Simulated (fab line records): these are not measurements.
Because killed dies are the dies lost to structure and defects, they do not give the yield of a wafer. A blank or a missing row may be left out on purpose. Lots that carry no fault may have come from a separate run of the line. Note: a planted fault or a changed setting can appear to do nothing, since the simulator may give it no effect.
fab line records	flow sky130
record lots=24	wafers=72	lastDay=51
route steps=708 shown METAL2@485 VIA2@522 CAPM@537 METAL3@565
lots that met no fault: taken from a fault-free run of the same line
startH: hours from the record's first day to the start of the lot's first wafer shown	waitH: hours from the lot's prior step to this one	" repeats the value in the row above	L1.1+2: a single row standing in for several wafers	- value missing, or start not given	* or withheld: withheld	< > ~ a bound
route shown NAME@n: names a module that has steps shown in the file, with the first one's number in the route	usual: average and standard deviation across the fault-free wafers	same: alike in all rows	chamber/n: place in a boat	sites: the reading at each site	_std_site: the standard deviation of these	_edge_site: outer sites' mean less inner sites'	radiusMm: for every site, how far away it sits from the centre of the wafer	mask NAME#n: copy n	behind: tool/chamber where the wafer was last shaped	hold: cause of the lot's hold/its duration in hours/its outcome	device: the transistor (n, p or np) that didn't switch	end of line: the tests these same wafers got at the end of their route	for a step that has no rows: nothing shown but its recipe	killed: count of dies lost to structure and defects at first sort (not the wafer's yield)	map: shows each die of a wafer: x if killed, . if not, _ if none is there
set.NAME: the setting the step ran with; set.NAME@STEP: the setting that earlier step ran with	model.NAME: the simulator's own value behind a step, which no gauge read
route steps across a sampled set of lots; one table per step, one row per wafer
services: when a tool's chamber went out of use (startH, in hours from the record's first day, below 0 if earlier), for how many hours, and the reason
## steps
# step SKY_METAL2_SPUTTER_02
# recipe material=AlCu	targetThkNm=250	powerW=10600	timeS=13.3	chamberPressurePa=0.4
# usual throttleValvePct=29.9/1.2
lot.wafer	tool	chamber	startH	waitH	throttleValvePct
L074.1	pvdSputter-02	-	800.91	0.0	29.3
L074.2	"	-	"	"	30.2
L074.3	"	-	"	"	31.4
L075.3	pvdSputter-02	-	810.61	0.0	29.3
L075.5	"	-	"	"	31.7
L075.6	"	-	"	"	29.9
L076.2	pvdSputter-02	-	815.06	0.0	30.1
L076.4	"	-	"	"	29.4
L076.5	"	-	"	"	30.0
L077.1	pvdSputter-02	-	829.96	0.0	27.3
L077.2	"	-	"	"	30.4
L077.5	"	-	"	"	27.3
L079.1	pvdSputter-03	-	850.13	0.0	31.4
L079.2	"	-	"	"	30.1
L079.5	"	-	"	"	28.7
L080.1	pvdSputter-02	-	850.36	0.0	27.5
L080.2	"	-	"	"	31.2
L080.3	"	-	"	"	30.0
L078.1	pvdSputter-03	-	850.71	0.0	30.0
L078.4	"	-	"	"	28.6
L078.6	"	-	"	"	30.1
L081.1	pvdSputter-03	-	853.13	0.0	29.9
L081.3	"	-	"	"	30.1
L081.4	"	-	"	"	28.5
L082.1	pvdSputter-04	-	872.89	0.0	29.6
L082.2	"	-	"	"	30.4
L082.4	"	-	"	"	30.6
L083.1	pvdSputter-04	-	876.14	0.0	29.8
L083.4	"	-	"	"	30.6
L083.6	"	-	"	"	30.6
L085.2	pvdSputter-03	-	881.87	0.0	30.1
L085.4	"	-	"	"	31.2
L085.5	"	-	"	"	30.1
L084.1	pvdSputter-02	-	887.47	0.0	27.2
L084.3	"	-	"	"	29.1
L084.4	"	-	"	"	31.7
L086.2	pvdSputter-04	-	891.33	0.0	30.2
L086.4	"	-	"	"	30.6
L086.5	"	-	"	"	30.4
L087.4	pvdSputter-03	-	901.24	0.0	30.2
L087.5	"	-	"	"	29.9
L087.6	"	-	"	"	28.7
L088.1	pvdSputter-03	-	907.04	0.0	28.7
L088.5	"	-	"	"	31.3
L088.6	"	-	"	"	30.2
L089.1	pvdSputter-04	-	916.28	0.0	30.4
L089.5	"	-	"	"	30.6
L089.6	"	-	"	"	29.8
L090.2	pvdSputter-03	-	922.45	0.0	28.8
L090.3	"	-	"	"	30.0
L090.4	"	-	"	"	31.4
L092.3	pvdSputter-03	-	938.63	0.0	28.6
L092.5	"	-	"	"	29.9
L092.6	"	-	"	"	31.3
L091.1	pvdSputter-02	-	941.92	0.0	27.4
L091.2	"	-	"	"	29.7
L091.4	"	-	"	"	31.4
L093.1	pvdSputter-02	-	943.52	0.0	27.5
L093.5	"	-	"	"	27.3
L093.6	"	-	"	"	29.3
L094.1	pvdSputter-04	-	952.91	0.0	30.6
L094.2	"	-	"	"	28.7
L094.6	"	-	"	"	30.0
L096.1	pvdSputter-02	-	959.87	0.0	31.4
L096.3	"	-	"	"	30.1
L096.4	"	-	"	"	29.2
L095.1	pvdSputter-04	-	965.86	0.0	29.7
L095.2	"	-	"	"	30.6
L095.4	"	-	"	"	28.8
L097.1	pvdSputter-03	-	978.85	0.0	31.4
L097.5	"	-	"	"	30.2
L097.6	"	-	"	"	31.2
# step SKY_VIA2_ETCH_15
# recipe target=SiO2	chemistry=C4F8/O2/Ar	targetDepthNm=546	stopOn=TiN	maskMaterial=KrF-thick	sourceW=1500	biasW=1200	pressureMtorr=40	c4f8FlowSccm=withheld	O2_flow_sccm=6	Ar_flow_sccm=300	timeS=84
# usual biasW=1200/3.8	oesProductAu=0.940/0.0049
lot.wafer	tool	chamber	startH	waitH	biasW	oesProductAu	rfHoursCounterH
L074.1	rieDiel-04	1	855.81	0.0	1195	0.940	7
L074.2	"	3	"	"	1199	0.943	15
L074.3	"	0	"	"	1193	0.945	7
L075.3	rieDiel-01	3	865.76	0.0	1197	0.941	18
L075.5	"	3	"	"	1201	0.942	-
L075.6	"	2	"	"	1201	0.931	-
L076.2	rieDiel-04	2	870.31	0.0	1203	0.931	1
L076.4	"	1	"	"	1205	0.940	7
L076.5	"	3	"	"	1203	0.947	-
L077.1	rieDiel-04	1	884.69	0.0	1195	0.937	7
L077.2	"	2	"	"	1200	0.940	1
L077.5	"	1	"	"	1200	0.933	-
L079.1	rieDiel-01	2	903.86	0.0	1197	0.948	12
L079.2	"	3	"	"	1198	0.937	20
L079.5	"	1	"	"	1194	0.943	-
L080.1	rieDiel-02	3	904.86	0.0	1202	0.941	18
L080.2	"	2	"	"	1200	0.937	10
L080.3	"	0	"	"	1193	0.939	1
L078.1	rieDiel-04	2	905.05	0.0	1202	0.929	2
L078.4	"	3	"	"	1194	0.939	17
L078.6	"	0	"	"	1200	0.938	-
L081.1	rieDiel-02	2	907.61	0.0	1206	0.939	10
L081.3	"	1	"	"	1201	0.934	4
L081.4	"	0	"	"	1200	0.949	1
L082.1	rieDiel-02	0	926.50	0.0	1200	0.944	2
L082.2	"	3	"	"	1201	0.940	18
L082.4	"	1	"	"	1199	0.938	4
L083.1	rieDiel-02	3	929.21	0.0	1205	0.941	18
L083.4	"	2	"	"	1198	0.940	10
L083.6	"	3	"	"	1204	0.934	-
L085.2	rieDiel-01	0	934.20	0.0	1200	0.943	2
L085.4	"	2	"	"	1201	0.947	-
L085.5	"	3	"	"	1198	0.948	-
L084.1	rieDiel-02	1	940.00	0.0	1203	0.947	5
L084.3	"	3	"	"	1196	0.949	19
L084.4	"	0	"	"	1202	0.940	2
L086.2	rieDiel-01	2	944.25	0.0	1200	0.936	14
L086.4	"	2	"	"	1204	0.946	-
L086.5	"	0	"	"	1192	0.947	-
L087.4	rieDiel-01	3	953.89	0.0	1201	0.937	21
L087.5	"	2	"	"	1199	0.945	-
L087.6	"	3	"	"	1200	0.934	-
L088.1	rieDiel-01	3	959.00	0.0	1198	0.940	22
L088.5	"	2	"	"	1201	0.940	-
L088.6	"	1	"	"	1200	0.939	-
L089.1	rieDiel-01	3	967.70	0.0	1202	0.945	22
L089.5	"	2	"	"	1204	0.945	-
L089.6	"	3	"	"	1204	0.948	-
L090.2	rieDiel-01	2	974.14	0.0	1203	0.938	15
L090.3	"	1	"	"	1198	0.946	1
L090.4	"	0	"	"	1200	0.949	4
L092.3	rieDiel-04	2	988.06	0.0	1206	0.936	4
L092.5	"	3	"	"	1203	0.933	-
L092.6	"	0	"	"	1200	0.940	-
L091.1	rieDiel-02	0	993.59	0.0	1199	0.941	4
L091.2	"	3	"	"	1202	0.940	20
L091.4	"	1	"	"	1193	0.935	6
L093.1	rieDiel-01	1	994.61	0.0	1202	0.936	1
L093.5	"	0	"	"	1197	0.940	-
L093.6	"	3	"	"	1205	0.936	-
L094.1	rieDiel-04	3	1002.41	0.0	1198	0.935	19
L094.2	"	1	"	"	1200	0.941	10
L094.6	"	2	"	"	1193	0.942	-
L096.1	rieDiel-02	2	1009.56	0.0	1198	0.940	12
L096.3	"	0	"	"	1200	0.931	4
L096.4	"	1	"	"	1198	0.937	7
L095.1	rieDiel-02	1	1014.90	0.0	1208	0.936	7
L095.2	"	3	"	"	1196	0.933	21
L095.4	"	2	"	"	1199	0.940	13
L097.1	rieDiel-02	3	1027.94	0.0	1205	0.944	21
L097.5	"	3	"	"	1203	0.941	-
L097.6	"	0	"	"	1201	0.938	-
# step SKY_VIA2_THK_MEAS_23
# recipe thkMeasGauge=xrf	reads=W_of_VIA2_CVD_21
# usual VIA2_W_THK=445/11
lot.wafer	tool	chamber	startH	waitH	VIA2_W_THK[nm]
L074.1	filmMetro-04	-	856.77	0.1	464
L074.2	"	-	"	"	442
L074.3	"	-	"	"	456
L075.3	filmMetro-04	-	866.74	0.1	461
L075.5	"	-	"	"	456
L075.6	"	-	"	"	440
L076.2	filmMetro-01	-	871.28	0.1	455
L076.4	"	-	"	"	440
L076.5	"	-	"	"	446
L077.1	filmMetro-01	-	885.70	0.1	450
L077.2	"	-	"	"	467
L077.5	"	-	"	"	469
L079.1	filmMetro-01	-	904.83	0.1	440
L079.2	"	-	"	"	437
L079.5	"	-	"	"	437
L080.1	filmMetro-04	-	905.82	0.1	436
L080.2	"	-	"	"	430
L080.3	"	-	"	"	436
L078.1	filmMetro-02	-	906.06	0.1	445
L078.4	"	-	"	"	439
L078.6	"	-	"	"	444
L081.1	filmMetro-01	-	908.62	0.1	436
L081.3	"	-	"	"	437
L081.4	"	-	"	"	436
L082.1	filmMetro-01	-	927.47	0.1	436
L082.2	"	-	"	"	436
L082.4	"	-	"	"	436
L083.1	filmMetro-04	-	930.18	0.1	432
L083.4	"	-	"	"	431
L083.6	"	-	"	"	433
L085.2	filmMetro-01	-	935.19	0.1	438
L085.4	"	-	"	"	442
L085.5	"	-	"	"	445
L084.1	filmMetro-02	-	940.98	0.1	441
L084.3	"	-	"	"	446
L084.4	"	-	"	"	445
L086.2	filmMetro-02	-	945.23	0.1	434
L086.4	"	-	"	"	436
L086.5	"	-	"	"	430
L087.4	filmMetro-01	-	954.92	0.1	442
L087.5	"	-	"	"	446
L087.6	"	-	"	"	447
L088.1	filmMetro-04	-	959.98	0.1	436
L088.5	"	-	"	"	436
L088.6	"	-	"	"	448
L089.1	filmMetro-04	-	968.67	0.1	438
L089.5	"	-	"	"	438
L089.6	"	-	"	"	438
L090.2	filmMetro-02	-	975.13	0.1	451
L090.3	"	-	"	"	454
L090.4	"	-	"	"	468
L092.3	filmMetro-01	-	989.06	0.1	444
L092.5	"	-	"	"	436
L092.6	"	-	"	"	443
L091.1	filmMetro-02	-	994.56	0.1	471
L091.2	"	-	"	"	453
L091.4	"	-	"	"	472
L093.1	filmMetro-02	-	995.57	0.1	445
L093.5	"	-	"	"	439
L093.6	"	-	"	"	440
L094.1	filmMetro-04	-	1003.37	0.1	435
L094.2	"	-	"	"	433
L094.6	"	-	"	"	437
L096.1	filmMetro-04	-	1010.57	0.1	452
L096.3	"	-	"	"	465
L096.4	"	-	"	"	450
L095.1	filmMetro-01	-	1015.94	0.1	464
L095.2	"	-	"	"	458
L095.4	"	-	"	"	472
L097.1	filmMetro-02	-	1028.91	0.1	440
L097.5	"	-	"	"	448
L097.6	"	-	"	"	452
# step SKY_CAPM_CVD_00
# recipe material=SiO2	targetThkNm=15.5	tempC=400	timeS=withheld	rfW=450
# usual heaterPowerW=745/110	susceptorTempC=400.02/0.23
lot.wafer	tool	chamber	startH	waitH	heaterPowerW	susceptorTempC
L074.1	pecvd-04	2	857.29	0.0	626	399.72
L074.2	"	1	"	"	843	400.22
L074.3	"	0	"	"	862	400.30
L075.3	pecvd-02	0	867.24	0.0	567	399.83
L075.5	"	2	"	"	1048	400.28
L075.6	"	0	"	"	576	399.96
L076.2	pecvd-01	0	871.79	0.0	773	400.43
L076.4	"	2	"	"	609	399.97
L076.5	"	1	"	"	778	399.74
L077.1	pecvd-01	0	886.22	0.0	816	400.40
L077.2	"	2	"	"	684	399.84
L077.5	"	0	"	"	828	400.24
L079.1	pecvd-04	2	905.34	0.0	691	400.12
L079.2	"	1	"	"	745	400.29
L079.5	"	0	"	"	793	400.53
L080.1	pecvd-01	1	906.34	0.0	681	399.69
L080.2	"	0	"	"	698	399.87
L080.3	"	2	"	"	695	399.90
L078.1	pecvd-02	1	906.57	0.0	863	399.82
L078.4	"	1	"	"	832	400.10
L078.6	"	0	"	"	572	400.09
L081.1	pecvd-01	1	909.13	0.0	736	400.18
L081.3	"	2	"	"	639	400.29
L081.4	"	0	"	"	723	399.86
L082.1	pecvd-04	1	927.98	0.0	773	400.05
L082.2	"	2	"	"	674	400.14
L082.4	"	1	"	"	745	400.45
L083.1	pecvd-01	1	930.69	0.0	718	400.17
L083.4	"	0	"	"	807	400.35
L083.6	"	1	"	"	724	399.97
L085.2	pecvd-02	1	935.69	0.0	693	400.04
L085.4	"	1	"	"	683	400.14
L085.5	"	2	"	"	906	399.85
L084.1	pecvd-02	2	941.49	0.0	907	399.85
L084.3	"	1	"	"	835	400.01
L084.4	"	1	"	"	850	400.11
L086.2	pecvd-04	0	945.73	0.0	788	400.29
L086.4	"	2	"	"	709	399.87
L086.5	"	1	"	"	675	399.50
L087.4	pecvd-01	2	955.41	0.0	726	400.12
L087.5	"	0	"	"	735	400.01
L087.6	"	1	"	"	812	400.07
L088.1	pecvd-04	0	960.49	0.0	792	400.06
L088.5	"	0	"	"	794	400.06
L088.6	"	1	"	"	782	399.75
L089.1	pecvd-04	2	969.59	0.0	599	400.26
L089.5	"	1	"	"	771	399.93
L089.6	"	0	"	"	750	400.07
L090.2	pecvd-01	1	976.23	0.0	713	400.03
L090.3	"	2	"	"	661	400.02
L090.4	"	0	"	"	829	399.87
L092.3	pecvd-04	0	989.55	0.0	810	399.70
L092.5	"	1	"	"	803	400.18
L092.6	"	0	"	"	834	400.09
L091.1	pecvd-01	2	995.07	0.0	697	400.03
L091.2	"	1	"	"	765	400.04
L091.4	"	0	"	"	802	399.96
L093.1	pecvd-02	2	996.09	0.0	970	400.09
L093.5	"	1	"	"	769	399.73
L093.6	"	2	"	"	1014	399.99
L094.1	pecvd-01	1	1003.89	0.0	656	400.22
L094.2	"	2	"	"	621	399.54
L094.6	"	0	"	"	838	400.03
L096.1	pecvd-02	0	1011.09	0.0	546	400.12
L096.3	"	2	"	"	981	399.97
L096.4	"	2	"	"	978	400.14
L095.1	pecvd-02	2	1016.45	0.0	1019	400.19
L095.2	"	1	"	"	777	400.48
L095.4	"	0	"	"	537	400.13
L097.1	pecvd-01	1	1029.42	0.0	810	399.81
L097.5	"	0	"	"	664	399.53
L097.6	"	2	"	"	663	399.98
# step SKY_CAPM_METAL_ETCH_13
# recipe targetDepthNm=220	stopOn=SiO2	chemistry=Cl2/BCl3	target=TiN	pressureMtorr=10	icpW=900	biasW=48.5	Cl2_flow_sccm=60	bcl3FlowSccm=30	timeS=62.9
# usual bcl3FlowSccm=30.00/0.087	biasW=48.51/0.15	drypumpMotorCurrentA=5.7/0.53	oesProductAu=0.944/0.0081	throttleValvePct=21.899/0.01
lot.wafer	tool	chamber	startH	waitH	bcl3FlowSccm	biasW	drypumpMotorCurrentA	oesProductAu	rfHoursCounterH	throttleValvePct
L074.1	rieMetal-01	0	883.79	0.0	29.99	48.66	5.1	0.944	4	21.882
L074.2	"	1	"	"	29.86	48.53	6.0	0.938	5	21.911
L074.3	"	0	"	"	30.03	48.59	5.1	0.936	-	21.900
L075.3	rieMetal-04	0	893.27	0.0	29.97	48.47	6.1	0.953	-	21.890
L075.5	"	1	"	"	29.99	48.61	6.3	0.955	-	21.892
L075.6	"	0	"	"	30.20	48.50	6.1	0.951	-	21.900
L076.2	rieMetal-01	1	897.34	0.0	29.96	48.58	5.9	0.953	5	21.913
L076.4	"	1	"	"	30.09	48.57	5.9	0.943	-	21.904
L076.5	"	1	"	"	30.08	48.72	5.9	0.954	-	21.899
L077.1	rieMetal-03	0	911.99	0.0	30.02	48.31	4.9	0.946	4	21.893
L077.2	"	1	"	"	30.03	48.57	5.8	0.944	15	21.909
L077.5	"	1	"	"	30.07	48.65	5.9	0.948	-	21.906
L079.1	rieMetal-03	0	930.15	0.0	29.92	48.81	4.9	0.953	5	21.895
L079.2	"	1	"	"	29.88	48.74	5.9	0.954	16	21.893
L079.5	"	1	"	"	29.89	48.49	5.9	0.950	-	21.900
L080.1	rieMetal-04	0	931.29	0.0	30.03	48.59	6.0	0.945	1	21.898
L080.2	"	1	"	"	30.17	48.33	6.3	0.939	6	21.899
L080.3	"	0	"	"	29.95	48.55	6.1	0.953	-	21.886
L078.1	rieMetal-01	0	931.85	0.0	30.02	48.58	5.1	0.946	6	21.894
L078.4	"	0	"	"	30.04	48.55	5.1	0.942	-	21.906
L078.6	"	0	"	"	30.11	48.47	5.1	0.951	-	21.894
L081.1	rieMetal-01	0	933.70	0.0	30.03	48.40	5.1	0.955	6	21.901
L081.3	"	0	"	"	29.94	48.61	5.1	0.949	-	21.897
L081.4	"	0	"	"	30.05	48.64	5.1	0.942	-	21.882
L082.1	rieMetal-01	0	953.14	0.0	30.02	48.49	5.1	0.945	8	21.889
L082.2	"	1	"	"	30.00	48.32	6.0	0.953	7	21.894
L082.4	"	0	"	"	30.10	48.62	5.1	0.946	-	21.899
L083.1	rieMetal-03	1	955.59	0.0	30.02	48.75	5.8	0.932	17	21.915
L083.4	"	0	"	"	29.98	48.72	4.9	0.927	-	21.907
L083.6	"	1	"	"	30.08	48.50	5.8	0.919	-	21.909
L085.2	rieMetal-03	0	960.75	0.0	29.93	48.41	4.9	0.940	7	21.908
L085.4	"	0	"	"	30.06	48.83	4.9	0.945	-	21.909
L085.5	"	0	"	"	29.95	48.57	4.9	0.940	-	21.895
L084.1	rieMetal-03	0	966.29	0.0	30.11	48.57	4.9	0.949	7	21.894
L084.3	"	0	"	"	30.02	48.42	4.9	0.951	-	21.884
L084.4	"	1	"	"	30.12	48.64	5.8	0.943	-	21.887
L086.2	rieMetal-04	0	970.50	0.0	29.83	48.39	6.0	0.938	2	21.897
L086.4	"	1	"	"	30.05	48.52	6.3	0.942	-	21.923
L086.5	"	0	"	"	29.90	48.13	6.0	0.948	-	21.890
L087.4	rieMetal-03	1	979.87	0.0	29.97	48.38	5.9	0.935	-	21.908
L087.5	"	1	"	"	29.98	48.39	5.8	0.938	-	21.903
L087.6	"	0	"	"	29.95	48.39	4.9	0.932	-	21.913
L088.1	rieMetal-04	0	984.89	0.0	30.06	48.87	6.1	0.944	3	21.911
L088.5	"	0	"	"	29.88	48.57	6.1	0.937	-	21.904
L088.6	"	1	"	"	29.90	48.43	6.3	0.939	-	21.906
L089.1	rieMetal-03	1	993.49	0.0	29.81	48.63	5.9	0.946	19	21.889
L089.5	"	0	"	"	29.97	48.37	4.9	0.945	-	21.891
L089.6	"	1	"	"	29.77	48.51	5.9	0.946	-	21.901
L090.2	rieMetal-04	1	1000.24	0.0	29.90	48.38	6.3	0.937	9	21.917
L090.3	"	0	"	"	30.14	48.72	6.1	0.946	-	21.884
L090.4	"	1	"	"	30.02	48.39	6.3	0.938	-	21.897
L092.3	rieMetal-04	0	1012.82	0.0	30.01	48.76	6.0	0.939	-	21.886
L092.5	"	1	"	"	29.97	48.62	6.3	0.943	-	21.900
L092.6	"	0	"	"	30.05	48.50	6.1	0.937	-	21.915
L091.1	rieMetal-03	0	1018.54	0.0	29.91	48.74	4.9	0.942	10	21.918
L091.2	"	1	"	"	29.96	48.57	5.8	0.948	0	21.894
L091.4	"	1	"	"	29.76	48.52	5.8	0.955	-	21.903
L093.1	rieMetal-04	0	1019.64	0.0	30.02	48.42	6.1	0.948	5	21.885
L093.5	"	1	"	"	29.95	48.51	6.3	0.942	-	21.902
L093.6	"	0	"	"	29.96	48.22	6.1	0.950	-	21.884
L094.1	rieMetal-01	1	1027.50	0.0	30.00	48.28	5.9	0.953	12	21.900
L094.2	"	0	"	"	29.96	48.67	5.1	0.947	13	21.898
L094.6	"	1	"	"	29.83	48.29	5.8	0.948	-	21.911
L096.1	rieMetal-01	0	1034.55	0.0	30.18	48.42	5.1	0.936	13	21.898
L096.3	"	1	"	"	30.08	48.48	6.0	0.938	-	21.887
L096.4	"	0	"	"	30.14	48.45	5.1	0.929	-	21.900
L095.1	rieMetal-03	0	1039.10	0.0	30.04	48.38	4.9	0.965	12	21.867
L095.2	"	1	"	"	30.01	48.55	5.8	0.957	1	21.896
L095.4	"	0	"	"	30.09	48.26	4.9	0.963	-	21.881
L097.1	rieMetal-04	0	1052.04	0.0	29.99	48.32	6.0	0.945	7	21.894
L097.5	"	0	"	"	29.87	48.55	6.0	0.940	-	21.903
L097.6	"	1	"	"	29.91	48.61	6.3	0.952	-	21.901
# step SKY_METAL3_DESCUM_15
# recipe chemistry=O2	sourcePowerW=150	biasPowerW=0	pressureMtorr=10	tempC=40	timeS=8
# usual drypumpMotorCurrentA=5.7/0.48	oesProductAu=0.999/0.0084
lot.wafer	tool	chamber	startH	waitH	drypumpMotorCurrentA	oesProductAu	rfHoursCounterH
L074.1	rieMetal-01	0	910.41	0.0	5.1	1.016	5
L074.2	"	1	"	"	5.9	1.002	6
L074.3	"	1	"	"	5.9	1.007	-
L075.3	rieMetal-04	0	919.27	0.0	6.1	0.993	-
L075.5	"	1	"	"	6.3	0.994	-
L075.6	"	0	"	"	6.1	0.989	-
L076.2	rieMetal-01	0	923.56	0.0	5.1	1.004	6
L076.4	"	1	"	"	5.9	0.991	-
L076.5	"	1	"	"	5.9	1.000	-
L077.1	rieMetal-01	0	937.46	0.0	5.1	1.024	7
L077.2	"	0	"	"	5.1	1.020	-
L077.5	"	0	"	"	5.1	1.005	-
L079.1	rieMetal-04	1	955.31	0.0	6.3	1.005	7
L079.2	"	0	"	"	6.1	0.991	1
L079.5	"	0	"	"	6.1	0.987	-
L080.1	rieMetal-02	0	956.67	0.0	5.0	0.995	2
L080.2	"	1	"	"	5.8	0.981	4
L080.3	"	0	"	"	5.0	1.006	-
L078.1	rieMetal-01	0	957.02	0.0	5.1	0.997	8
L078.4	"	1	"	"	5.9	0.995	-
L078.6	"	1	"	"	5.9	0.992	-
L081.1	rieMetal-02	1	959.37	0.0	5.8	0.992	5
L081.3	"	1	"	"	5.8	0.996	-
L081.4	"	0	"	"	5.0	1.016	-
L082.1	rieMetal-04	1	977.62	0.0	6.3	1.001	8
L082.2	"	0	"	"	6.0	1.003	3
L082.4	"	0	"	"	6.0	1.003	-
L083.1	rieMetal-02	1	980.15	0.0	5.8	1.000	6
L083.4	"	0	"	"	5.0	1.000	-
L083.6	"	1	"	"	5.8	0.987	-
L085.2	rieMetal-01	0	985.30	0.0	5.1	1.004	10
L085.4	"	0	"	"	5.1	1.010	-
L085.5	"	0	"	"	5.1	1.019	-
L084.1	rieMetal-04	0	991.56	0.0	6.0	1.001	3
L084.3	"	0	"	"	6.1	0.996	-
L084.4	"	1	"	"	6.3	0.991	-
L086.2	rieMetal-02	1	995.35	0.0	5.8	0.992	7
L086.4	"	0	"	"	5.0	1.003	-
L086.5	"	1	"	"	5.8	0.995	-
L087.4	rieMetal-02	0	1004.72	0.0	5.0	0.993	-
L087.5	"	0	"	"	5.0	0.998	-
L087.6	"	1	"	"	5.8	0.986	-
L088.1	rieMetal-04	1	1009.17	0.0	6.3	0.993	9
L088.5	"	0	"	"	6.1	0.999	-
L088.6	"	1	"	"	6.3	0.996	-
L089.1	rieMetal-01	1	1017.72	0.0	5.9	0.999	11
L089.5	"	0	"	"	5.1	1.015	-
L089.6	"	1	"	"	5.9	0.996	-
L090.2	rieMetal-02	1	1024.25	0.0	5.8	0.989	8
L090.3	"	1	"	"	5.8	0.987	-
L090.4	"	0	"	"	5.0	0.990	-
L092.3	rieMetal-01	0	1036.53	0.0	5.1	0.993	-
L092.5	"	1	"	"	5.9	0.995	-
L092.6	"	0	"	"	5.1	1.002	-
L091.1	rieMetal-01	1	1042.11	0.0	5.9	1.001	13
L091.2	"	0	"	"	5.1	1.009	14
L091.4	"	0	"	"	5.1	1.009	-
L093.1	rieMetal-01	1	1043.16	0.0	5.9	0.997	13
L093.5	"	0	"	"	5.1	1.012	-
L093.6	"	1	"	"	5.9	1.005	-
L094.1	rieMetal-01	0	1050.90	0.0	5.1	1.003	14
L094.2	"	1	"	"	5.9	0.996	14
L094.6	"	0	"	"	5.1	0.998	-
L096.1	rieMetal-04	0	1058.42	0.0	6.0	0.998	7
L096.3	"	1	"	"	6.3	0.985	-
L096.4	"	0	"	"	6.1	0.995	-
L095.1	rieMetal-02	0	1062.47	0.0	5.0	1.006	9
L095.2	"	1	"	"	5.8	1.006	11
L095.4	"	0	"	"	5.0	1.014	-
L097.1	rieMetal-04	1	1073.95	0.0	6.3	0.999	13
L097.5	"	0	"	"	6.1	1.004	-
L097.6	"	1	"	"	6.3	0.994	-
## services
tool	chamber	startH	hours	kind
rieDiel-02	-	800.67	0.4	repair
rieMetal-03	-	813.42	2.8	pm
rieDiel-01	-	816.11	1.1	repair
rieMetal-03	-	816.56	0.7	repair
pecvd-02	0	826.27	5.6	repair
rieMetal-04	1	831.56	3.0	repair
rieDiel-02	-	858.37	0.4	repair
rieMetal-04	0	863.55	12.9	repair
rieMetal-04	-	865.75	4.5	repair
rieDiel-01	0	865.99	36.1	repair
rieDiel-01	-	879.33	0.6	repair
pecvd-04	1	892.62	3.5	repair
rieDiel-02	0	964.16	5.6	repair
rieDiel-01	-	969.94	0.6	repair
rieDiel-01	-	971.82	0.6	repair
rieDiel-02	2	978.31	6.6	repair
pecvd-01	-	989.91	0.3	repair
pvdSputter-02	-	997.58	3.0	repair
pvdSputter-03	-	1000.23	11.2	repair
pvdSputter-03	-	1010.42	7.7	repair
pecvd-01	1	1014.95	8.1	repair
pvdSputter-03	-	1017.47	2.0	repair
rieDiel-01	2	1033.71	3.0	repair
pvdSputter-02	-	1062.33	14.3	repair
## key
fault none
